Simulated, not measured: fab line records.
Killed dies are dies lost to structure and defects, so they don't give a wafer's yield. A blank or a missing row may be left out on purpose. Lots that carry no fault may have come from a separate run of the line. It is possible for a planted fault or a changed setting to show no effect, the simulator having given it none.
Which tool did it? | flow sky130 | 15 lots with 45 wafers sampled at 2 steps, on a route of 708 steps

== WHAT EACH GAUGE READ, for each wafer ==
SKY_LI_CONTACT_OVL_MEAS_13. Usual: LI_CONTACT_OVL gives 0 nm (standard deviation 5.6).
lot  | measured     | on         | LI_CONTACT_OVL (nm) | flag
L944 | day 29 02:48 | overlay-02 | 1 1 -6              | 
L945 | day 29 18:51 | overlay-02 | 0 3 -5              | 
L946 | day 29 22:01 | overlay-01 | 2 3 6               | 
L947 | day 30 05:28 | overlay-02 | -1 7 7              | 
L948 | day 30 09:20 | overlay-01 | 2 3 8               | 
L949 | day 31 05:40 | overlay-02 | 5 -5 8              | 
L956 | day 33 08:03 | overlay-02 | -5 7 9              | 
L957 | day 33 18:23 | overlay-01 | 5 9 4               | 
L958 | day 34 19:02 | overlay-02 | -7 -4 -10           | 
L959 | day 34 19:23 | overlay-01 | 0 3 4               | 
L961 | day 36 02:32 | overlay-01 | -9 -6 5             | 
L963 | day 36 03:14 | overlay-01 | 7 -2 4              | 
L962 | day 36 02:53 | overlay-01 | -2 2 -2             | 
L966 | day 37 02:38 | overlay-01 | -7 -4 -5            | 
L967 | day 37 07:14 | overlay-01 | -2 -9 -7            | 

== WHAT TOOL EACH LOT RAN ON (gives the tool, then ch and the chambers of the sampled wafers, and finally the start) ==
lot  | SKY_VT_ADJUST_PCH_DEVELOP_06
L944 | lithoTrack-03 ch 0, day 10 10:00
L945 | lithoTrack-01 ch 0, day 10 19:00
L946 | lithoTrack-01 ch 0, day 10 23:00
L947 | lithoTrack-04 ch 0, day 11 06:00
L948 | lithoTrack-03 ch 0, day 11 18:00
L949 | lithoTrack-01 ch 0, day 12 00:00
L956 | lithoTrack-04, day 14 03:00
L957 | lithoTrack-01, day 14 15:00
L958 | lithoTrack-01, day 14 17:00
L959 | lithoTrack-04 ch 0, day 14 23:00
L961 | lithoTrack-03 ch 0, day 16 20:00
L963 | lithoTrack-01 ch 0, day 17 04:00
L962 | lithoTrack-01 ch 0, day 17 04:00
L966 | lithoTrack-03 ch 0, day 17 18:00
L967 | lithoTrack-04 ch 0, day 18 05:00
- SKY_VT_ADJUST_PCH_DEVELOP_06: develop time 60 s.

== WHAT THE TOOLS THEMSELVES READ (means of the sampled wafers that have a number; where no wafer has one, the mark that the record gives instead) ==
SKY_VT_ADJUST_PCH_DEVELOP_06. Usual: chillPlateTempC reads 22.98 C (standard deviation 0.1).
lot  | tool          | chillPlateTempC (C) | flag
L944 | lithoTrack-03 | 23.06               | 
L945 | lithoTrack-01 | 23.01               | 
L946 | lithoTrack-01 | 23.03               | 
L947 | lithoTrack-04 | 22.99               | 
L948 | lithoTrack-03 | 22.95               | 
L949 | lithoTrack-01 | 23.13               | 
L956 | lithoTrack-04 | -                   | OFF
L957 | lithoTrack-01 | -                   | OFF
L958 | lithoTrack-01 | -                   | OFF
L959 | lithoTrack-04 | 22.87               | 
L961 | lithoTrack-03 | 22.95               | 
L963 | lithoTrack-01 | 23.13               | 
L962 | lithoTrack-01 | 22.89               | 
L966 | lithoTrack-03 | 23.14               | 
L967 | lithoTrack-04 | 22.91               | 

== THE ANSWER, worked out from the rows above alone ==
Rule: a lot is off if the mean of its wafers that have a number lies more than 3 standard deviations from the usual mean. A lot without any number at a reading at which 4 lots or more have one is off too. Any other lot the step has rows for is counted as sound. The gauges are gone through in route order, then the tools' own readings, and for those a lot's mean is taken as printed above. At the first step where some lot is off, the reading lying furthest off is the one used; lots without a number count as furthest.
Off, at SKY_VT_ADJUST_PCH_DEVELOP_06 on chillPlateTempC: L956, L957, L958. Without a number there: L956, L957, L958.
A tool fits if, at that step or a process step before it, it ran every lot that is off, and no sound lot after the first of them. None of those tried fits.

== WHAT WAS PUT IN BY THE SIMULATOR ==
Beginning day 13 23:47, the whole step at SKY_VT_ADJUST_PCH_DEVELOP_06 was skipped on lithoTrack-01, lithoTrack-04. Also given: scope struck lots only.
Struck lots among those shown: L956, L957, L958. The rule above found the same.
